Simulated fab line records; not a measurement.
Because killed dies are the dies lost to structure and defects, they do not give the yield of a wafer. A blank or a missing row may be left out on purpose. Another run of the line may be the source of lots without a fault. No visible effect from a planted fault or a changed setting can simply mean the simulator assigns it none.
Which tool is to blame? :: flow gf180mcu :: 13 lots with 39 wafers sampled at 5 steps, on a route of 602 steps

== WHAT THE GAUGES SHOWED, per wafer ==
GF_CONTACT_OVL_MEAS_15.
lot: L494
measured: day 16 01:39
on: overlay-02
CONTACT_OVL (nm): 5 2 6

lot: L495
measured: day 16 15:53
on: overlay-01
CONTACT_OVL (nm): 1 1 4

lot: L496
measured: day 17 01:23
on: overlay-02
CONTACT_OVL (nm): -3 -10 -8

lot: L498
measured: day 17 16:58
on: overlay-02
CONTACT_OVL (nm): -3 1 -4

lot: L499
measured: day 18 06:26
on: overlay-02
CONTACT_OVL (nm): 8 2 8

lot: L500
measured: day 18 10:35
on: overlay-02
CONTACT_OVL (nm): -4 -7 -5

lot: L501
measured: day 18 19:18
on: overlay-02
CONTACT_OVL (nm): -8 -6 -3

lot: L502
measured: day 19 01:47
on: overlay-02
CONTACT_OVL (nm): -1 -1 3

lot: L503
measured: day 19 14:25
on: overlay-02
CONTACT_OVL (nm): 0 8 7

lot: L508
measured: day 21 09:48
on: overlay-02
CONTACT_OVL (nm): 4 -1 -4

lot: L510
measured: day 22 00:01
on: overlay-01
CONTACT_OVL (nm): 12 6 14

lot: L516
measured: day 24 02:41
on: overlay-01
CONTACT_OVL (nm): 3 7 -2

lot: L517
measured: day 24 08:29
on: overlay-02
CONTACT_OVL (nm): -2 -5 1

GF_V1_THK_MEAS_01.
lot: L494
measured: day 17 02:17
on: filmMetro-03
V1_CVD_00_THK (nm): 614 607 612

lot: L495
measured: day 17 16:26
on: filmMetro-02
V1_CVD_00_THK (nm): 608 615 611

lot: L496
measured: day 18 02:34
on: filmMetro-03
V1_CVD_00_THK (nm): 605 603 609

lot: L498
measured: day 18 19:42
on: filmMetro-03
V1_CVD_00_THK (nm): 601 596 608

lot: L499
measured: day 19 09:25
on: filmMetro-03
V1_CVD_00_THK (nm): 599 601 604

lot: L500
measured: day 19 13:32
on: filmMetro-02
V1_CVD_00_THK (nm): 594 614 600

lot: L501
measured: day 19 22:31
on: filmMetro-03
V1_CVD_00_THK (nm): 600 599 605

lot: L502
measured: day 20 04:25
on: filmMetro-04
V1_CVD_00_THK (nm): 614 612 609

lot: L503
measured: day 20 16:37
on: filmMetro-03
V1_CVD_00_THK (nm): 595 609 601

lot: L508
measured: day 22 12:09
on: filmMetro-04
V1_CVD_00_THK (nm): 296 296 296

lot: L510
measured: day 23 01:01
on: filmMetro-04
V1_CVD_00_THK (nm): 302 310 297

lot: L516
measured: day 25 02:25
on: filmMetro-03
V1_CVD_00_THK (nm): 601 598 596

lot: L517
measured: day 25 08:26
on: filmMetro-04
V1_CVD_00_THK (nm): 598 599 599

== EACH LOT AND THE TOOL THAT RAN IT (in order: tool; ch and the chambers of the sampled wafers; start) ==
lot: L494
GF_CONTACT_ETCH_16: rieDiel-02 ch 1,2,3, day 16 01:41
GF_CONTACT_STRIP_18: plasmaAsher-01 ch 0,1, day 16 01:51
GF_V1_CVD_00: hdpcvd-02 ch 0,1,2, day 17 02:13

lot: L495
GF_CONTACT_ETCH_16: rieDiel-03 ch 0,3, day 16 15:55
GF_CONTACT_STRIP_18: plasmaAsher-01 ch 0,1, day 16 16:05
GF_V1_CVD_00: hdpcvd-02 ch 0,1, day 17 16:21

lot: L496
GF_CONTACT_ETCH_16: rieDiel-02 ch 2,3, day 17 01:25
GF_CONTACT_STRIP_18: plasmaAsher-04 ch 0,1, day 17 01:35
GF_V1_CVD_00: hdpcvd-02 ch 0,2, day 18 02:29

lot: L498
GF_CONTACT_ETCH_16: rieDiel-04 ch 0,1,2, day 17 16:59
GF_CONTACT_STRIP_18: plasmaAsher-04 ch 0,1, day 17 17:09
GF_V1_CVD_00: hdpcvd-01 ch 0,1,2, day 18 19:37

lot: L499
GF_CONTACT_ETCH_16: rieDiel-02 ch 0,3, day 18 06:28
GF_CONTACT_STRIP_18: plasmaAsher-02 ch 0,1, day 18 06:38
GF_V1_CVD_00: hdpcvd-02 ch 0,1,2, day 19 09:20

lot: L500
GF_CONTACT_ETCH_16: rieDiel-02 ch 1,2, day 18 10:37
GF_CONTACT_STRIP_18: plasmaAsher-04 ch 0,1, day 18 10:47
GF_V1_CVD_00: hdpcvd-01 ch 0,2, day 19 13:26

lot: L501
GF_CONTACT_ETCH_16: rieDiel-04 ch 1,2, day 18 19:20
GF_CONTACT_STRIP_18: plasmaAsher-02 ch 1, day 18 19:30
GF_V1_CVD_00: hdpcvd-02 ch 0,2, day 19 22:27

lot: L502
GF_CONTACT_ETCH_16: rieDiel-04 ch 0,1, day 19 01:49
GF_CONTACT_STRIP_18: plasmaAsher-01 ch 0,1, day 19 01:59
GF_V1_CVD_00: hdpcvd-01 ch 0,1,2, day 20 04:20

lot: L503
GF_CONTACT_ETCH_16: rieDiel-03 ch 0,3, day 19 14:26
GF_CONTACT_STRIP_18: plasmaAsher-01 ch 0,1, day 19 14:36
GF_V1_CVD_00: hdpcvd-01 ch 0,1, day 20 16:32

lot: L508
GF_CONTACT_ETCH_16: rieDiel-03 ch 1,2,3, day 21 09:50
GF_CONTACT_STRIP_18: plasmaAsher-01 ch 0,1, day 21 10:00
GF_V1_CVD_00: hdpcvd-02 ch 0,1, day 22 12:05

lot: L510
GF_CONTACT_ETCH_16: rieDiel-02 ch 0,2,3, day 22 00:02
GF_CONTACT_STRIP_18: plasmaAsher-04 ch 0,1, day 22 00:14
GF_V1_CVD_00: hdpcvd-02 ch 0,1,2, day 23 00:57

lot: L516
GF_CONTACT_ETCH_16: rieDiel-04 ch 0,1,2, day 24 02:43
GF_CONTACT_STRIP_18: plasmaAsher-02 ch 0,1, day 24 02:53
GF_V1_CVD_00: hdpcvd-01 ch 1,2, day 25 02:20

lot: L517
GF_CONTACT_ETCH_16: rieDiel-04 ch 1,2, day 24 08:31
GF_CONTACT_STRIP_18: plasmaAsher-02 ch 0,1, day 24 08:43
GF_V1_CVD_00: hdpcvd-01 ch 1,2, day 25 08:21
- GF_CONTACT_ETCH_16: etches BARC in N2/H2.
- GF_CONTACT_STRIP_18: strips in O2/N2.
- GF_V1_CVD_00: deposits SiO2, target thk 600 nm, time 100 s.

== AS READ BY THE TOOLS THEMSELVES (means over the sampled wafers that have a number; for cases with no such wafer, the mark the record gives instead) ==
GF_CONTACT_ETCH_16.
lot: L494
tool: rieDiel-02
drypumpMotorCurrentA (A): 5.2
oesProductAu (a.u.): 0.852
rfFwdPowerW (W): 494.9
throttleValvePct (%): 13.235

lot: L495
tool: rieDiel-03
drypumpMotorCurrentA (A): 5.8
oesProductAu (a.u.): 0.856
rfFwdPowerW (W): 494.2
throttleValvePct (%): 13.225

lot: L496
tool: rieDiel-02
drypumpMotorCurrentA (A): 5.6
oesProductAu (a.u.): 0.854
rfFwdPowerW (W): 495.9
throttleValvePct (%): 13.219

lot: L498
tool: rieDiel-04
drypumpMotorCurrentA (A): 5.6
oesProductAu (a.u.): 0.861
rfFwdPowerW (W): 493.9
throttleValvePct (%): 13.213

lot: L499
tool: rieDiel-02
drypumpMotorCurrentA (A): 6.0
oesProductAu (a.u.): 0.856
rfFwdPowerW (W): 493.7
throttleValvePct (%): 13.219

lot: L500
tool: rieDiel-02
drypumpMotorCurrentA (A): 4.9
oesProductAu (a.u.): 0.858
rfFwdPowerW (W): 494.8
throttleValvePct (%): 13.216

lot: L501
tool: rieDiel-04
drypumpMotorCurrentA (A): 5.5
oesProductAu (a.u.): 0.853
rfFwdPowerW (W): 493.0
throttleValvePct (%): 13.221

lot: L502
tool: rieDiel-04
drypumpMotorCurrentA (A): 5.6
oesProductAu (a.u.): 0.857
rfFwdPowerW (W): 495.5
throttleValvePct (%): 13.224

lot: L503
tool: rieDiel-03
drypumpMotorCurrentA (A): 5.8
oesProductAu (a.u.): 0.857
rfFwdPowerW (W): 495.7
throttleValvePct (%): 13.227

lot: L508
tool: rieDiel-03
drypumpMotorCurrentA (A): 5.8
oesProductAu (a.u.): 0.848
rfFwdPowerW (W): 493.2
throttleValvePct (%): 13.226

lot: L510
tool: rieDiel-02
drypumpMotorCurrentA (A): 5.7
oesProductAu (a.u.): 0.846
rfFwdPowerW (W): 495.3
throttleValvePct (%): 13.222

lot: L516
tool: rieDiel-04
drypumpMotorCurrentA (A): 5.6
oesProductAu (a.u.): 0.857
rfFwdPowerW (W): 492.8
throttleValvePct (%): 13.218

lot: L517
tool: rieDiel-04
drypumpMotorCurrentA (A): 5.6
oesProductAu (a.u.): 0.853
rfFwdPowerW (W): 495.3
throttleValvePct (%): 13.225

GF_CONTACT_STRIP_18.
lot: L494
tool: plasmaAsher-01
drypumpMotorCurrentA (A): 5.5
heaterPowerW (W): 333
oesProductAu (a.u.): 0.574

lot: L495
tool: plasmaAsher-01
drypumpMotorCurrentA (A): 5.9
heaterPowerW (W): 324
oesProductAu (a.u.): 0.579

lot: L496
tool: plasmaAsher-04
drypumpMotorCurrentA (A): 5.5
heaterPowerW (W): 367
oesProductAu (a.u.): 0.580

lot: L498
tool: plasmaAsher-04
drypumpMotorCurrentA (A): 5.6
heaterPowerW (W): 372
oesProductAu (a.u.): 0.574

lot: L499
tool: plasmaAsher-02
drypumpMotorCurrentA (A): 5.8
heaterPowerW (W): 387
oesProductAu (a.u.): 0.576

lot: L500
tool: plasmaAsher-04
drypumpMotorCurrentA (A): 5.5
heaterPowerW (W): 376
oesProductAu (a.u.): 0.582

lot: L501
tool: plasmaAsher-02
drypumpMotorCurrentA (A): 6.0
heaterPowerW (W): 385
oesProductAu (a.u.): 0.582

lot: L502
tool: plasmaAsher-01
drypumpMotorCurrentA (A): 5.5
heaterPowerW (W): 337
oesProductAu (a.u.): 0.581

lot: L503
tool: plasmaAsher-01
drypumpMotorCurrentA (A): 5.9
heaterPowerW (W): 327
oesProductAu (a.u.): 0.582

lot: L508
tool: plasmaAsher-01
drypumpMotorCurrentA (A): 5.6
heaterPowerW (W): 335
oesProductAu (a.u.): 0.574

lot: L510
tool: plasmaAsher-04
drypumpMotorCurrentA (A): 5.5
heaterPowerW (W): 370
oesProductAu (a.u.): 0.579

lot: L516
tool: plasmaAsher-02
drypumpMotorCurrentA (A): 5.9
heaterPowerW (W): 390
oesProductAu (a.u.): 0.582

lot: L517
tool: plasmaAsher-02
drypumpMotorCurrentA (A): 5.9
heaterPowerW (W): 388
oesProductAu (a.u.): 0.582

GF_V1_CVD_00.
lot: L494
tool: hdpcvd-02
sih4FlowSccm (sccm): 60.00

lot: L495
tool: hdpcvd-02
sih4FlowSccm (sccm): 60.09

lot: L496
tool: hdpcvd-02
sih4FlowSccm (sccm): 59.99

lot: L498
tool: hdpcvd-01
sih4FlowSccm (sccm): 60.21

lot: L499
tool: hdpcvd-02
sih4FlowSccm (sccm): 60.18

lot: L500
tool: hdpcvd-01
sih4FlowSccm (sccm): 60.16

lot: L501
tool: hdpcvd-02
sih4FlowSccm (sccm): 60.03

lot: L502
tool: hdpcvd-01
sih4FlowSccm (sccm): 60.03

lot: L503
tool: hdpcvd-01
sih4FlowSccm (sccm): 60.08

lot: L508
tool: hdpcvd-02
sih4FlowSccm (sccm): 30.14

lot: L510
tool: hdpcvd-02
sih4FlowSccm (sccm): 30.02

lot: L516
tool: hdpcvd-01
sih4FlowSccm (sccm): 59.99

lot: L517
tool: hdpcvd-01
sih4FlowSccm (sccm): 60.09

== THE ANSWER, worked out from the rows above alone ==
Rule: the lots themselves supply what counts as usual. Put in order of their means at a reading, lots are off if they are a third of the lots or fewer, leave a main group of 4 or more, and stand apart from it by a gap of 3 or more times the standard deviation of the main group's means; of several such gaps the widest counts. If all means in a main group match to the digits the tables above print for the reading, that group is not used. Also off: a lot with no number at a reading for which 4 or more lots have one. Where the step has rows for the other lots, those lots are counted as sound. After the gauges, taken in route order, come the tools' own readings; for these a lot's mean is taken, as printed above. At the first step where some lot is off, the reading lying furthest off is the one used; lots without a number count as furthest.
Off: L508, L510, at GF_V1_THK_MEAS_01 (V1_CVD_00_THK). For the main group the mean is 604 nm and the standard deviation 4.8.
If a tool, at a process step before that reading, ran all the lots that are off and no sound lot after the first of them, it fits. Not tried: the gauges at GF_V1_THK_MEAS_01; whatever is off there is also off at GF_V1_CVD_00, on other tools, and gauge error can't account for it. One candidate fits, namely hdpcvd-02 at GF_V1_CVD_00. Its last sound lot is L501 (day 19 22:27), its first lot that is off L508 (day 22 12:05): a fault that began between those two fits.
The tool's own readings at GF_V1_CVD_00 bear it out: on the lots that are off they differ by more than 5 times the standard deviation of the sound lots' means. sih4FlowSccm reads 30.08 sccm there against 60.08 sccm on the sound lots.

== WHAT HAD BEEN PUT IN BY THE SIMULATOR ==
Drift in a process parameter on hdpcvd-02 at GF_V1_CVD_00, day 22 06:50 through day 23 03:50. From 60, the setting sih4FlowSccm moved by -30. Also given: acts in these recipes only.
Lots struck among those shown: L508, L510. The same result came from the rule above.
